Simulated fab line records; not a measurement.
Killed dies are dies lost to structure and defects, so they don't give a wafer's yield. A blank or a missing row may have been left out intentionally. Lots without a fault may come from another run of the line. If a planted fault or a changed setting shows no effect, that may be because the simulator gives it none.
Split-lot study | flow sky130 | 13 wafers read from 5 lots, route of 708 steps

SPLIT DETAILS
At SKY_METAL4_ETCH_16 (etches BARC in N2/H2, stops on SiO2, time 88.2 s, target depth 60 nm), the setting icp-w was moved away from the recipe's 500 W on 4 of the 13 wafers read, by -10.5% to +3.2%. The other wafers ran this setting at the recipe's value.

FROM SPLIT TO READING: 1 step shown by the file between the two
- SKY_METAL4_ETCH_17: etches SiO2 in C4F8/O2/Ar, stops on TiN, time 3.9 s, target depth 15 nm

THE READING
SiO2_of_VIA3_HDPCVD_00.thk-nm (the simulator's own value, which no gauge read), in nm, at SKY_METAL4_METAL_ETCH_18 (etches the open film in Cl2/BCl3, stops on SiO2, target depth 845 nm, time 183.1 s). No usual value for it is given in the file. Across the 9 wafers here that went through the recipe, the average is 437.6 nm and the standard deviation 3.9 nm.

wafer  | tool, chamber at the split | icp-w as run, W | against the recipe | SiO2_of_VIA3_HDPCVD_00.thk-nm, nm | against lot-mates on the recipe
L075.2 | rie-metal-04, 1,0,0,1,1    | 500             | recipe             | 442.3                             | -
L075.4 | rie-metal-04, 1,0,0,1,1    | 500             | recipe             | 446.5                             | -
L075.6 | rie-metal-04, 1,0,0,1,1    | 500             | recipe             | 435                               | -
L078.5 | rie-metal-04, 1,0,0        | 515.8           | +3.2%              | 437.2                             | no lot-mate on the recipe
L079.1 | rie-metal-03, 0,1,1        | 500             | recipe             | 435.6                             | -
L079.2 | rie-metal-03, 0,1,1        | 500             | recipe             | 436.1                             | -
L079.5 | rie-metal-03, 0,1          | 447.4           | -10.5%             | 405.9                             | -30.0
L080.1 | rie-metal-01, 0,1,0        | 500             | recipe             | 433.2                             | -
L080.4 | rie-metal-01, 0,1,0        | 500             | recipe             | 436.9                             | -
L080.5 | rie-metal-01, 0,1,0        | 500             | recipe             | 436.7                             | -
L081.1 | rie-metal-01, 1,0,1        | 480.9           | -3.8%              | 434.5                             | -1.4
L081.4 | rie-metal-01, 1,0,1        | 480.9           | -3.8%              | 437.2                             | +1.3
L081.6 | rie-metal-01, 1,0          | 500             | recipe             | 435.9                             | -
The file does not say which wafer passed through which chamber wherever a row lists several chambers: such a row stands for several wafers.

THE FIT
A straight line over all 13 wafers: SiO2_of_VIA3_HDPCVD_00.thk-nm changes by +2.3 nm for each +1% of icp-w; r = +0.81; the points scatter about the line by 5.7 nm.
The same after taking each lot's own level away (the mean of its wafers on the recipe; 12 wafers): +2.4 nm for each +1%; r = +0.85; scatter 5 nm.
The reading moves by 25 nm for the largest change in icp-w, on that fit.
Across the lots, their own levels run from 435.60 to 441.27 nm, a range of 1.4 times the standard deviation given above.
The two slopes agree, so the slope changes little with the lot-to-lot level.
Check: for one of the wafers moved furthest among these (-10.5%), held out of the fit, the line's prediction against its lot-mates is -0.138 nm. It came out at -30 nm against them.

FILE'S OWN FIT
SiO2_of_VIA3_HDPCVD_00.thk-nm changes by +2.52 nm for each +1% of icp-w, r = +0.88.
